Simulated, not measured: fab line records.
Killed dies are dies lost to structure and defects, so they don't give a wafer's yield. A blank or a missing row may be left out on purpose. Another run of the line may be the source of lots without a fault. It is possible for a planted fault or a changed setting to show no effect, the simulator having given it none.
Which tool was responsible? ; flow sky130 ; 30 wafers from 10 lots sampled at 7 of the route's 708 steps

WHAT THE GAUGES READ, wafer by wafer
The record holds no reading of a measuring or inspecting step that can be judged against a usual standard deviation.

TOOL THAT RAN EACH LOT (tool first, then ch and the chambers of the sampled wafers, then the start)
lot;SKY_POLY_GATE_STRIP_18;SKY_LDD_P_STRIP_10;SKY_LDD_HVP_STRIP_09;SKY_POLY_CUT_COAT_02;SKY_POLY_CUT_ETCH_10;SKY_POLY_CUT_STRIP_12;SKY_PAD_OPEN_PROBE_99
L834;plasma_asher-04 ch 0,1, day 17 13:25;plasma_asher-02 ch 0,1, day 20 04:12;plasma_asher-01 ch 0,1, day 22 17:08;litho_track-04 ch 0, day 24 16:34;rie_diel-01 ch 1,2, day 25 07:58;plasma_asher-01 ch 0,1, day 25 08:02;-
L835;plasma_asher-02 ch 0, day 17 22:24;plasma_asher-02 ch 0,1, day 20 14:03;plasma_asher-04 ch 0,1, day 23 02:44;litho_track-02 ch 0, day 25 00:52;rie_diel-04 ch 0,2,3, day 25 17:10;plasma_asher-01 ch 0, day 25 17:14;-
L836;plasma_asher-01 ch 0,1, day 18 10:24;plasma_asher-01 ch 0,1, day 21 01:49;plasma_asher-01 ch 0,1, day 23 14:53;litho_track-02 ch 0, day 25 13:15;rie_diel-04 ch 1,2,3, day 26 04:24;plasma_asher-02 ch 0,1, day 26 04:29;-
L838;plasma_asher-04 ch 0,1, day 20 00:15;plasma_asher-03 ch 0,1, day 22 18:08;plasma_asher-04 ch 0,1, day 25 04:59;litho_track-02 ch 0, day 27 04:39;rie_diel-03 ch 1,2,3, day 27 18:50;plasma_asher-02 ch 0,1, day 27 18:55;-
L842;plasma_asher-02 ch 0,1, day 21 20:16;plasma_asher-03 ch 0,1, day 24 11:05;plasma_asher-01 ch 0,1, day 26 22:47;litho_track-02 ch 0, day 28 20:22;rie_diel-03 ch 1,2, day 29 11:08;plasma_asher-01 ch 0,1, day 29 11:14;-
L844;plasma_asher-04 ch 0,1, day 22 00:29;plasma_asher-03 ch 0,1, day 24 16:02;plasma_asher-04 ch 0,1, day 27 02:47;litho_track-02 ch 0, day 28 23:36;rie_diel-03 ch 0,3, day 29 15:01;plasma_asher-02 ch 0,1, day 29 15:08;prober-01, day 49 10:29
L845;plasma_asher-01 ch 0,1, day 22 06:33;plasma_asher-01 ch 0,1, day 24 20:26;plasma_asher-04 ch 0,1, day 27 07:08;litho_track-03 ch 0, day 29 04:48;rie_diel-03 ch 0,1,2, day 29 20:11;plasma_asher-02 ch 0,1, day 29 20:16;-
L849;plasma_asher-04 ch 0,1, day 23 22:54;plasma_asher-01 ch 0,1, day 26 12:14;plasma_asher-02 ch 1, day 28 21:05;litho_track-04 ch 0, day 30 19:45;rie_diel-04 ch 1,3, day 31 09:17;plasma_asher-02 ch 0,1, day 31 09:22;-
L851;plasma_asher-02 ch 0,1, day 24 06:15;plasma_asher-03 ch 0,1, day 26 20:05;plasma_asher-02 ch 1, day 29 04:22;litho_track-03 ch 0, day 31 02:30;rie_diel-01 ch 0,1,2, day 31 16:28;plasma_asher-03 ch 0,1, day 31 16:32;-
L852;plasma_asher-04 ch 0,1, day 24 10:52;plasma_asher-02 ch 0,1, day 27 00:28;plasma_asher-02 ch 0, day 29 09:25;litho_track-04 ch 0, day 31 06:51;rie_diel-01 ch 0,1,2, day 31 20:33;plasma_asher-02 ch 0,1, day 31 20:38;-
- SKY_POLY_GATE_STRIP_18: strips in O2/N2.
- SKY_LDD_P_STRIP_10: strips in O2/N2.
- SKY_LDD_HVP_STRIP_09: strips in O2/N2.
- SKY_POLY_CUT_COAT_02: resist thk 60 nm.
- SKY_POLY_CUT_ETCH_10: etches BARC in N2/H2, stops on SiO2, time 45.9 s, target depth 60 nm.
- SKY_POLY_CUT_STRIP_12: strips in O2/N2.
- SKY_PAD_OPEN_PROBE_99

WHAT THE TOOLS THEMSELVES READ (means of the sampled wafers that have a number; where no wafer has one, the mark that the record gives instead)
SKY_POLY_GATE_STRIP_18.
lot;tool;drypump_motor_current_A (A);oes_product_au (a.u.);strip_time_to_endpoint_s (s)
L834;plasma_asher-04;5.9;0.362;3.17
L835;plasma_asher-02;5.7;0.359;3.19
L836;plasma_asher-01;5.4;0.357;3.16
L838;plasma_asher-04;5.8;0.362;3.20
L842;plasma_asher-02;5.0;0.359;3.19
L844;plasma_asher-04;5.8;0.361;3.19
L845;plasma_asher-01;5.4;0.362;3.20
L849;plasma_asher-04;5.8;0.362;3.21
L851;plasma_asher-02;5.4;0.358;3.20
L852;plasma_asher-04;5.8;0.361;3.17

SKY_LDD_P_STRIP_10.
lot;tool;drypump_motor_current_A (A);oes_product_au (a.u.);strip_time_to_endpoint_s (s)
L834;plasma_asher-02;5.0;0.711;14.21
L835;plasma_asher-02;5.4;0.717;14.17
L836;plasma_asher-01;5.4;0.713;14.19
L838;plasma_asher-03;6.1;0.714;14.16
L842;plasma_asher-03;6.0;0.717;14.16
L844;plasma_asher-03;6.0;0.713;14.11
L845;plasma_asher-01;5.3;0.720;14.14
L849;plasma_asher-01;5.4;0.718;14.19
L851;plasma_asher-03;6.0;0.715;14.22
L852;plasma_asher-02;5.0;0.711;14.14

SKY_LDD_HVP_STRIP_09.
lot;tool;drypump_motor_current_A (A);oes_product_au (a.u.);strip_time_to_endpoint_s (s)
L834;plasma_asher-01;5.3;0.409;4.138
L835;plasma_asher-04;5.9;0.409;4.140
L836;plasma_asher-01;5.3;0.414;4.122
L838;plasma_asher-04;5.8;0.406;4.131
L842;plasma_asher-01;5.4;0.407;4.116
L844;plasma_asher-04;5.8;0.406;4.123
L845;plasma_asher-04;5.8;0.402;4.130
L849;plasma_asher-02;4.7;0.412;4.109
L851;plasma_asher-02;4.7;0.408;4.139
L852;plasma_asher-02;5.7;0.408;4.126

SKY_POLY_CUT_ETCH_10.
lot;tool;drypump_motor_current_A (A);oes_product_au (a.u.);throttle_valve_pct (%)
L834;rie_diel-01;5.7;0.855;13.225
L835;rie_diel-04;5.7;0.858;13.224
L836;rie_diel-04;6.0;0.859;13.232
L838;rie_diel-03;5.6;0.854;13.224
L842;rie_diel-03;5.6;0.897;13.234
L844;rie_diel-03;5.8;0.899;13.240
L845;rie_diel-03;5.6;0.857;13.212
L849;rie_diel-04;6.4;0.850;13.218
L851;rie_diel-01;5.5;0.855;13.227
L852;rie_diel-01;5.5;0.848;13.228

SKY_POLY_CUT_STRIP_12.
lot;tool;drypump_motor_current_A (A);oes_product_au (a.u.);strip_time_to_endpoint_s (s)
L834;plasma_asher-01;5.4;0.451;5.349
L835;plasma_asher-01;5.4;0.456;5.372
L836;plasma_asher-02;5.4;0.453;5.372
L838;plasma_asher-02;5.4;0.456;5.360
L842;plasma_asher-01;5.4;0.449;5.417
L844;plasma_asher-02;5.0;0.459;5.420
L845;plasma_asher-02;5.4;0.451;5.361
L849;plasma_asher-02;5.4;0.453;5.354
L851;plasma_asher-03;6.1;0.452;5.353
L852;plasma_asher-02;5.0;0.450;5.343

SKY_PAD_OPEN_PROBE_99.
lot;tool;killed_at_M0_to_M3;killed_at_M4_up;killed_at_contacts;killed_at_front_end;killed_at_other;killed_dies;killed_on_rim;killed_open;killed_short
L844;prober-01;38;5.0;26;12;1.0;82;18;42;40

THE ANSWER, worked out from the rows above alone
Rule: what is usual is taken from the lots themselves. Put in order of their means at a reading, lots are off if they are a third of the lots or fewer, leave a main group of 4 or more, and stand apart from it by a gap of 3 or more times the standard deviation of the main group's means; of several such gaps the widest counts. A main group whose means are all the same, to the digits that the tables above print for the reading, isn't used. Also off: a lot with no number at a reading for which 4 or more lots have one. The other lots that the step has rows for count as sound. First the gauges in route order, then the tools' own readings, where a lot's mean is used as printed above. The first step at which some lot is off is used, and at that step the reading that is off furthest; a lot without a number counts as furthest.
Off: L842, L844 (SKY_POLY_CUT_ETCH_10, oes_product_au). Mean 0.855 a.u. and standard deviation 0.0036 in the main group.
A tool fits if, at that step or a process step before it, it ran every lot that is off, and no sound lot after the first of them. One candidate fits, namely litho_track-02 at SKY_POLY_CUT_COAT_02. A fault onset in the window from L838 (day 27 04:39, its last sound lot) to L842 (day 28 20:22, its first lot off) fits.

WHAT THE SIMULATOR HAD INSERTED
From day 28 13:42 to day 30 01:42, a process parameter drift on litho_track-02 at SKY_POLY_CUT_COAT_02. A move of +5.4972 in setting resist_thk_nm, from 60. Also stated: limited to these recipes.
Lots struck among those shown: L842, L844. The rule given above showed the same thing.
